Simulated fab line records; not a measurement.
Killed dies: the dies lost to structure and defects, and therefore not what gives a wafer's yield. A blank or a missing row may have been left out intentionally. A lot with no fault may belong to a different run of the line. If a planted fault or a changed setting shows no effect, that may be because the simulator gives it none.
Which of the tools did it? / flow sky130 / Sampling: 15 lots, 45 wafers, 3 of 708 route steps

## WHAT THE GAUGES READ, wafer by wafer
SKY_PWDE_OVL_MEAS_07. Usual: PWDE_OVL gives 1.9 nm (standard deviation 1.5).
lot=L316; measured=day 3 21:27; on=overlay-02; PWDE_OVL (nm)=3.2 0.2 0.2; flag=
lot=L317; measured=day 4 03:40; on=overlay-02; PWDE_OVL (nm)=0.3 3.2 2.7; flag=
lot=L318; measured=day 4 10:47; on=overlay-02; PWDE_OVL (nm)=3.3 3.9 4.4; flag=
lot=L319; measured=day 4 14:17; on=overlay-02; PWDE_OVL (nm)=1.6 1.8 1.4; flag=
lot=L328; measured=day 6 15:26; on=overlay-01; PWDE_OVL (nm)=1.6 1.8 2.9; flag=
lot=L329; measured=day 6 21:52; on=overlay-01; PWDE_OVL (nm)=2.1 1.9 0.7; flag=
lot=L330; measured=day 7 02:37; on=overlay-01; PWDE_OVL (nm)=0.8 0.6 1.7; flag=
lot=L331; measured=day 7 07:26; on=overlay-02; PWDE_OVL (nm)=-0.7 -0.1 0.9; flag=
lot=L332; measured=day 7 13:20; on=overlay-01; PWDE_OVL (nm)=0.6 -0.1 -1.0; flag=
lot=L333; measured=day 7 20:50; on=overlay-02; PWDE_OVL (nm)=2.3 2.3 3.6; flag=
lot=L334; measured=day 7 23:47; on=overlay-02; PWDE_OVL (nm)=-0.7 0.7 -2.3; flag=
lot=L335; measured=day 8 08:17; on=overlay-02; PWDE_OVL (nm)=1.3 3.7 0.9; flag=
lot=L336; measured=day 8 15:29; on=overlay-02; PWDE_OVL (nm)=2.8 2.6 4.4; flag=
lot=L337; measured=day 8 19:26; on=overlay-02; PWDE_OVL (nm)=4.2 4.8 3.7; flag=
lot=L339; measured=day 9 04:43; on=overlay-02; PWDE_OVL (nm)=3.1 2.9 2.6; flag=

SKY_GATE_OXIDE_TW_MEAS_14. Usual: GATE_OXIDE_TW gives 222.3 (standard deviation 1.8).
lot=L316; measured=day 13 19:08; on=film_metro-02; GATE_OXIDE_TW=220.3 221.2 220.8; flag=
lot=L317; measured=day 14 02:34; on=film_metro-02; GATE_OXIDE_TW=221.2 220.2 220.0; flag=
lot=L318; measured=day 14 15:03; on=film_metro-04; GATE_OXIDE_TW=223.5 224.0 224.1; flag=
lot=L319; measured=day 14 22:46; on=film_metro-03; GATE_OXIDE_TW=222.7 222.6 222.7; flag=
lot=L328; measured=day 18 05:28; on=film_metro-04; GATE_OXIDE_TW=223.2 223.5 223.3; flag=
lot=L329; measured=day 18 16:18; on=film_metro-04; GATE_OXIDE_TW=222.9 222.9 224.3; flag=
lot=L330; measured=day 18 16:24; on=film_metro-02; GATE_OXIDE_TW=219.4 219.2 220.1; flag=
lot=L331; measured=day 18 23:18; on=film_metro-03; GATE_OXIDE_TW=222.5 223.5 222.9; flag=
lot=L332; measured=day 19 04:43; on=film_metro-03; GATE_OXIDE_TW=222.4 223.0 223.5; flag=
lot=L333; measured=day 19 21:19; on=film_metro-04; GATE_OXIDE_TW=225.0 225.5 224.3; flag=
lot=L334; measured=day 20 07:04; on=film_metro-02; GATE_OXIDE_TW=222.4 221.3 220.1; flag=
lot=L335; measured=day 20 16:59; on=film_metro-04; GATE_OXIDE_TW=224.0 225.9 225.5; flag=
lot=L336; measured=day 20 22:10; on=film_metro-03; GATE_OXIDE_TW=223.5 221.6 222.8; flag=
lot=L337; measured=day 21 09:56; on=film_metro-04; GATE_OXIDE_TW=223.8 223.3 224.2; flag=
lot=L339; measured=day 21 16:45; on=film_metro-03; GATE_OXIDE_TW=224.0 223.6 221.8; flag=

## WHAT TOOL EACH LOT RAN ON (gives the tool, then ch and the chambers of the sampled wafers, and finally the start)
lot=L316; SKY_VT_ADJUST_LVTN_DEVELOP_17=litho_track-02 ch 0, day 7 17:52
lot=L317; SKY_VT_ADJUST_LVTN_DEVELOP_17=litho_track-03 ch 0, day 8 01:14
lot=L318; SKY_VT_ADJUST_LVTN_DEVELOP_17=litho_track-03 ch 0, day 8 10:07
lot=L319; SKY_VT_ADJUST_LVTN_DEVELOP_17=litho_track-04 ch 0, day 8 14:35
lot=L328; SKY_VT_ADJUST_LVTN_DEVELOP_17=litho_track-02, day 10 23:44
lot=L329; SKY_VT_ADJUST_LVTN_DEVELOP_17=litho_track-04, day 11 09:08
lot=L330; SKY_VT_ADJUST_LVTN_DEVELOP_17=litho_track-04, day 11 14:38
lot=L331; SKY_VT_ADJUST_LVTN_DEVELOP_17=litho_track-02 ch 0, day 11 20:13
lot=L332; SKY_VT_ADJUST_LVTN_DEVELOP_17=litho_track-04 ch 0, day 12 03:53
lot=L333; SKY_VT_ADJUST_LVTN_DEVELOP_17=litho_track-03 ch 0, day 12 12:17
lot=L334; SKY_VT_ADJUST_LVTN_DEVELOP_17=litho_track-04 ch 0, day 12 17:05
lot=L335; SKY_VT_ADJUST_LVTN_DEVELOP_17=litho_track-04 ch 0, day 13 02:47
lot=L336; SKY_VT_ADJUST_LVTN_DEVELOP_17=litho_track-04 ch 0, day 13 11:32
lot=L337; SKY_VT_ADJUST_LVTN_DEVELOP_17=litho_track-02 ch 0, day 13 16:40
lot=L339; SKY_VT_ADJUST_LVTN_DEVELOP_17=litho_track-02 ch 0, day 14 04:14
- SKY_VT_ADJUST_LVTN_DEVELOP_17: develop time 60 s.

## AS READ BY THE TOOLS THEMSELVES (means over the sampled wafers that have a number; for cases with no such wafer, the mark the record gives instead)
SKY_VT_ADJUST_LVTN_DEVELOP_17. Usual: chill_plate_temp_C at 22.99 C, with a standard deviation of 0.1.
lot=L316; tool=litho_track-02; chill_plate_temp_C (C)=23.11; flag=
lot=L317; tool=litho_track-03; chill_plate_temp_C (C)=22.95; flag=
lot=L318; tool=litho_track-03; chill_plate_temp_C (C)=23.04; flag=
lot=L319; tool=litho_track-04; chill_plate_temp_C (C)=23.14; flag=
lot=L328; tool=litho_track-02; chill_plate_temp_C (C)=-; flag=OFF
lot=L329; tool=litho_track-04; chill_plate_temp_C (C)=-; flag=OFF
lot=L330; tool=litho_track-04; chill_plate_temp_C (C)=-; flag=OFF
lot=L331; tool=litho_track-02; chill_plate_temp_C (C)=22.96; flag=
lot=L332; tool=litho_track-04; chill_plate_temp_C (C)=23.07; flag=
lot=L333; tool=litho_track-03; chill_plate_temp_C (C)=22.96; flag=
lot=L334; tool=litho_track-04; chill_plate_temp_C (C)=22.99; flag=
lot=L335; tool=litho_track-04; chill_plate_temp_C (C)=23.01; flag=
lot=L336; tool=litho_track-04; chill_plate_temp_C (C)=22.96; flag=
lot=L337; tool=litho_track-02; chill_plate_temp_C (C)=22.89; flag=
lot=L339; tool=litho_track-02; chill_plate_temp_C (C)=22.95; flag=

## THE ANSWER, worked out from the rows above alone
Rule: lot off if the mean of its wafers having a number is beyond 3 standard deviations from the usual mean. Also off: a lot with no number at a reading for which 4 or more lots have one. Any other lot the step has rows for is counted as sound. First the gauges in route order, then the tools' own readings, where a lot's mean is used as printed above. The first step at which some lot is off is used, and at that step the reading that is off furthest; a lot without a number counts as furthest.
Off: L328, L329, L330 (SKY_VT_ADJUST_LVTN_DEVELOP_17, chill_plate_temp_C). Without a number there: L328, L329, L330.
If a tool, at that step or one of the process steps before it, ran each lot that is off and ran no sound lot following the first of them, it fits. Of those tried, none fits.

## WHAT THE SIMULATOR HAD INSERTED
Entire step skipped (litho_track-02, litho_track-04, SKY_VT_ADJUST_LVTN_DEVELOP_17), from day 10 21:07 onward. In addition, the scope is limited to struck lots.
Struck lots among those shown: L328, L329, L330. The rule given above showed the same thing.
